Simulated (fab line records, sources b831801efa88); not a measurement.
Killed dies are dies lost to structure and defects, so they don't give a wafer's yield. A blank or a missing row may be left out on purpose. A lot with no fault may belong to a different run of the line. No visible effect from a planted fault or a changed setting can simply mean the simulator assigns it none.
Chamber matching / flow gf180mcu / GF_V2_CMP_26 on cmp-02: 4 sister chambers
The step polishes, stops on SiO2, t overpolish 15 s, target thk 0 nm. 4 wafers are shown with their chamber, then 7 later ones without.

WAFERS PAIRED WITH THEIR CHAMBERS
wafer=L491.1; chamber=2; motor current A (A)=11.2
wafer=L494.1; chamber=3; motor current A (A)=14.2
wafer=L497.2; chamber=1; motor current A (A)=10.2
wafer=L497.3; chamber=0; motor current A (A)=11.0

WAFERS MISSING THEIR CHAMBER
wafer=L497.4; motor current A (A)=11.7
wafer=L500.1; motor current A (A)=14.2
wafer=L500.3; motor current A (A)=12.0
wafer=L500.4; motor current A (A)=10.5
wafer=L501.1; motor current A (A)=13.8
wafer=L501.2; motor current A (A)=12.1
wafer=L501.6; motor current A (A)=11.9

WHICH CHAMBER EACH WENT THROUGH
wafer=L497.4; from the rows above=can't be placed: 2 or 0 or 1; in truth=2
wafer=L500.1; from the rows above=3; in truth=3
wafer=L500.3; from the rows above=can't be placed: 2 or 0 or 1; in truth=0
wafer=L500.4; from the rows above=can't be placed: 1 or 0 or 2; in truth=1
wafer=L501.1; from the rows above=3; in truth=3
wafer=L501.2; from the rows above=can't be placed: 2 or 0 or 1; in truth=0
wafer=L501.6; from the rows above=can't be placed: 2 or 0 or 1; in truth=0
2 of 7 placed correctly. Cannot be placed on the basis of these rows: 5; the candidates contain the true chamber in 5. 0 placed wrongly.
How it was worked out, from the rows above alone: a wafer's distance from a chamber is the root of the sum, over the readings, of the square of ((its reading less the chamber's mean) divided by the reading's scatter). The wafer belongs to the nearest chamber; if the next one is less than 2 further off, it can't be placed. The mean given for a chamber averages the wafers shown for that chamber. The scatter: root of mean squared gap, hidden wafer to nearest shown wafer, with one shown wafer a chamber.
